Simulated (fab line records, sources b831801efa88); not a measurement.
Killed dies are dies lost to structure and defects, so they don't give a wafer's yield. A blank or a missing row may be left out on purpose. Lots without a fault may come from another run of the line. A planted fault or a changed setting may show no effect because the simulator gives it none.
Chamber matching | flow sky130 | SKY_VIA4_CMP_21 on cmp-02: 4 sister chambers
The step polishes, stops on SiO2, t overpolish 25 s, target thk 0 nm. 18 wafers are shown with their chamber, then 9 later ones without.

WAFERS WITH THEIR CHAMBER
wafer  | chamber | motor_current_A (A) | time_to_endpoint_s (s) | overpolish_run_s (s)
L074.1 | 1       | 11.1                | 117                    | 25.020
L074.3 | 0       | 9.2                 | 118                    | 24.989
L074.4 | 3       | 10.7                | 127                    | 25.007
L077.4 | 0       | 9.1                 | 115                    | 24.991
L077.5 | 2       | 11.8                | 127                    | 25.000
L077.6 | 3       | 10.6                | 129                    | 24.981
L075.1 | 0       | 9.5                 | 119                    | 25.011
L075.4 | 2       | 11.1                | 128                    | 24.996
L075.6 | 0       | 9.2                 | 118                    | 25.005
L078.1 | 2       | 11.8                | 131                    | 25.009
L078.3 | 0       | 8.9                 | 124                    | 24.997
L078.6 | 0       | 9.4                 | 122                    | 24.977
L081.1 | 2       | 11.0                | 129                    | 24.990
L081.2 | 3       | 10.8                | 125                    | 25.001
L081.3 | 0       | 9.5                 | 117                    | 24.988
L086.1 | 0       | 9.1                 | 114                    | 25.010
L086.4 | 1       | 11.4                | 117                    | 24.987
L086.5 | 3       | 10.7                | 129                    | 25.010

SIGNATURES (means of the wafers above)
reading            | chamber 0 | chamber 1 | chamber 2 | chamber 3 | scatter within a chamber
motor_current_A    | 9.238     | 11.250    | 11.425    | 10.700    | 0.261
time_to_endpoint_s | 118.38    | 117.00    | 128.75    | 127.50    | 2.64
overpolish_run_s   | 24.99600  | 25.00350  | 24.99875  | 24.99975  | 0.0127
Rule: a wafer's distance from a chamber is the root of the sum, over the readings, of the square of ((its reading less the chamber's mean) divided by the reading's scatter). The wafer belongs to the nearest chamber; if the next one is less than 2 further off, it can't be placed. The scatter: the root of (the sum of the squares of (reading less its chamber's mean) over the shown wafers, divided by (wafers less chambers)).

WAFERS WITHOUT THEIR CHAMBER
wafer  | motor_current_A (A) | time_to_endpoint_s (s) | overpolish_run_s (s)
L092.1 | 11.0                | 123                    | 25.004
L092.5 | 9.2                 | 115                    | 25.009
L092.6 | 11.1                | 117                    | 25.006
L093.2 | 11.1                | 124                    | 25.005
L093.3 | 9.0                 | 121                    | 25.005
L093.4 | 11.2                | 117                    | 25.009
L097.1 | 11.0                | 130                    | 25.018
L097.3 | 11.3                | 115                    | 24.999
L097.4 | 11.0                | 125                    | 24.993

WHICH CHAMBER EACH WENT THROUGH
wafer  | from the rows above          | in truth
L092.1 | can't be placed: 3 or 1 or 2 | 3
L092.5 | 0                            | 0
L092.6 | 1                            | 1
L093.2 | can't be placed: 3 or 2 or 1 | 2
L093.3 | 0                            | 0
L093.4 | 1                            | 1
L097.1 | can't be placed: 3 or 2      | 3
L097.3 | 1                            | 1
L097.4 | can't be placed: 3 or 2 or 1 | 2
Placed correctly: 5 of 9. Can't be placed from these rows: 4 (the true chamber is among the candidates in 4). Placed wrongly: 0.
